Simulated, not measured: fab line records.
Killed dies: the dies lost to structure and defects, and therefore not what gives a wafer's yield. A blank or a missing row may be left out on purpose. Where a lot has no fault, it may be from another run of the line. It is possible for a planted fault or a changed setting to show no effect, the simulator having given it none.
The tool behind it: which one? | flow sky130 | 33 wafers from 11 lots sampled at 6 of the route's 708 steps

== WHAT THE GAUGES SHOWED, per wafer ==
SKY_SPACER_THK_MEAS_01.
lot  | measured     | on            | SPACER_CVD_00_THK (nm)
L980 | day 22 17:35 | film_metro-03 | 43.44 43.47 43.33
L981 | day 23 14:24 | film_metro-02 | 43.30 42.85 42.92
L986 | day 25 23:31 | film_metro-03 | 43.26 43.33 43.25
L987 | day 26 00:44 | film_metro-02 | 43.15 43.11 43.08
L993 | day 27 13:29 | film_metro-02 | 43.82 43.25 43.47
L996 | day 27 22:31 | film_metro-03 | 43.51 43.15 43.23
L998 | day 28 20:38 | film_metro-01 | 43.47 43.51 43.27
L999 | day 29 17:20 | film_metro-03 | 43.84 43.94 43.94
L100 | day 30 05:03 | film_metro-02 | 43.20 43.45 43.53
L102 | day 30 05:04 | film_metro-01 | 42.91 42.99 43.07
L103 | day 30 07:37 | film_metro-01 | 43.07 43.32 42.96

SKY_SD_N_TW_MEAS_12.
lot  | measured     | on            | SD_N_TW
L980 | day 27 15:49 | film_metro-01 | 3978 3962 3980
L981 | day 28 07:27 | film_metro-04 | 3977 4001 3974
L986 | day 30 15:13 | film_metro-03 | 3939 3931 3954
L987 | day 30 17:23 | film_metro-04 | 4011 4037 4013
L993 | day 32 06:04 | film_metro-04 | 4013 4019 4009
L996 | day 32 14:08 | film_metro-01 | 3984 3992 3987
L998 | day 33 10:16 | film_metro-03 | 3936 3968 3945
L999 | day 34 03:26 | film_metro-03 | 3993 4006 3996
L100 | day 34 16:22 | film_metro-01 | 4026 4006 4023
L102 | day 34 16:45 | film_metro-04 | 4015 4004 3994
L103 | day 34 19:37 | film_metro-04 | 3992 3985 3986

SKY_LI_CONTACT_THK_MEAS_01.
lot  | measured     | on            | LI_CONTACT_HDPCVD_THK (nm)
L980 | day 27 16:35 | film_metro-03 | 942 956 946
L981 | day 28 08:13 | film_metro-04 | 940 938 941
L986 | day 30 15:59 | film_metro-03 | 940 377 935
L987 | day 30 18:09 | film_metro-01 | 377 363 928
L993 | day 32 06:55 | film_metro-03 | 936 943 947
L996 | day 32 14:54 | film_metro-04 | 948 936 954
L998 | day 33 11:02 | film_metro-03 | 932 945 932
L999 | day 34 04:12 | film_metro-04 | 955 948 940
L100 | day 34 17:08 | film_metro-03 | 936 949 926
L102 | day 34 17:31 | film_metro-04 | 946 924 944
L103 | day 34 20:23 | film_metro-04 | 945 923 946

SKY_LI_CONTACT_CD_MEAS_12: the cd target is 170 nm.
lot  | measured     | on        | cd_nm (nm)
L980 | day 28 20:50 | cd_sem-01 | 169.7 170.3 168.7
L981 | day 29 11:34 | cd_sem-02 | 171.5 170.3 171.5
L986 | day 31 19:25 | cd_sem-02 | 169.3 168.8 169.1
L987 | day 31 21:58 | cd_sem-01 | 168.8 169.1 170.1
L993 | day 33 10:26 | cd_sem-02 | 167.7 166.9 168.2
L996 | day 33 18:00 | cd_sem-02 | 170.1 170.8 168.8
L998 | day 34 13:01 | cd_sem-01 | 171.1 170.6 172.3
L999 | day 35 07:05 | cd_sem-02 | 171.8 170.4 170.7
L100 | day 35 19:29 | cd_sem-01 | 168.3 169.2 168.6
L102 | day 35 19:47 | cd_sem-02 | 168.7 171.5 170.5
L103 | day 35 22:42 | cd_sem-02 | 170.8 171.0 169.9

== EACH LOT AND THE TOOL THAT RAN IT (in order: tool; ch and the chambers of the sampled wafers; start) ==
lot  | SKY_LI_CONTACT_HDPCVD_00         | SKY_LI_CONTACT_CMP_02
L980 | hdpcvd-01 ch 0,1,2, day 27 16:28 | cmp-01 ch 0,2,3, day 27 16:41
L981 | hdpcvd-01 ch 0,1,2, day 28 08:07 | cmp-01 ch 1,2,3, day 28 08:20
L986 | hdpcvd-01 ch 1,2, day 30 15:53   | cmp-01 ch 0,1,2, day 30 16:02
L987 | hdpcvd-01 ch 0,2, day 30 18:02   | cmp-01 ch 0,3, day 30 18:12
L993 | hdpcvd-02 ch 0,1,2, day 32 06:47 | cmp-02 ch 1,2,3, day 32 07:29
L996 | hdpcvd-02 ch 0,2, day 32 14:47   | cmp-01 ch 0,2, day 32 14:56
L998 | hdpcvd-02 ch 0,2, day 33 10:55   | cmp-02 ch 0,2,3, day 33 11:11
L999 | hdpcvd-01 ch 0,2, day 34 04:05   | cmp-01 ch 0,1,3, day 34 04:15
L100 | hdpcvd-02 ch 0,2, day 34 17:01   | cmp-02 ch 0,1, day 34 17:16
L102 | hdpcvd-01 ch 1,2, day 34 17:23   | cmp-01 ch 0,1, day 34 17:37
L103 | hdpcvd-01 ch 0,1, day 34 20:17   | cmp-01 ch 0,1,2, day 34 20:32
- SKY_LI_CONTACT_HDPCVD_00: deposits PSG, target thk 930 nm, time 155 s.
- SKY_LI_CONTACT_CMP_02: polishes PSG.

== WHAT THE TOOLS THEMSELVES READ (means of the sampled wafers that have a number; where no wafer has one, the mark that the record gives instead) ==
SKY_LI_CONTACT_CMP_02.
lot  | tool   | motor_current_A (A) | platen_rpm (rpm) | retaining_ring_pressure_frac | time_to_endpoint_s (s)
L980 | cmp-01 | 12.6                | 60.01            | 1.002                        | 32
L981 | cmp-01 | 12.5                | 60.01            | 0.998                        | 34
L986 | cmp-01 | 12.6                | 60.00            | 1.000                        | 25
L987 | cmp-01 | 13.1                | 59.99            | 1.002                        | 16
L993 | cmp-02 | 10.5                | 60.01            | 0.997                        | 32
L996 | cmp-01 | 13.9                | 60.00            | 1.007                        | 32
L998 | cmp-02 | 11.5                | 59.98            | 1.000                        | 34
L999 | cmp-01 | 12.1                | 60.02            | 0.995                        | 36
L100 | cmp-02 | 10.1                | 60.01            | 1.003                        | 36
L102 | cmp-01 | 12.4                | 59.98            | 1.002                        | 37
L103 | cmp-01 | 12.8                | 60.05            | 0.997                        | 34

== THE ANSWER, worked out from the rows above alone ==
Rule: the usual values come from the lots themselves. The widest of any qualifying gaps counts: lots, ordered by their means at a reading, are off when they make up no more than a third of the lots, leave a main group of 4 or more, and stand apart from it by 3 or more times the standard deviation of that group's means. If all means in a main group match to the digits the tables above print for the reading, that group is not used. A lot without any number at a reading at which 4 lots or more have one is off too. All remaining lots with rows at the step are treated as sound. The gauges are gone through in route order, then the tools' own readings, and for those a lot's mean is taken as printed above. At the first step where some lot is off, the reading lying furthest off is the one used; lots without a number count as furthest.
Off: at SKY_LI_CONTACT_THK_MEAS_01 (LI_CONTACT_HDPCVD_THK), L986, L987. Main group: mean 941 nm, sd 4.4.
If a tool, at a process step before that reading, ran all the lots that are off and no sound lot after the first of them, it fits. Not tried: the gauges at SKY_LI_CONTACT_THK_MEAS_01; whatever is off there is also off at SKY_LI_CONTACT_CMP_02, on other tools, and gauge error can't account for it. Of those tried, none fits.

== WHAT THE SIMULATOR PUT IN ==
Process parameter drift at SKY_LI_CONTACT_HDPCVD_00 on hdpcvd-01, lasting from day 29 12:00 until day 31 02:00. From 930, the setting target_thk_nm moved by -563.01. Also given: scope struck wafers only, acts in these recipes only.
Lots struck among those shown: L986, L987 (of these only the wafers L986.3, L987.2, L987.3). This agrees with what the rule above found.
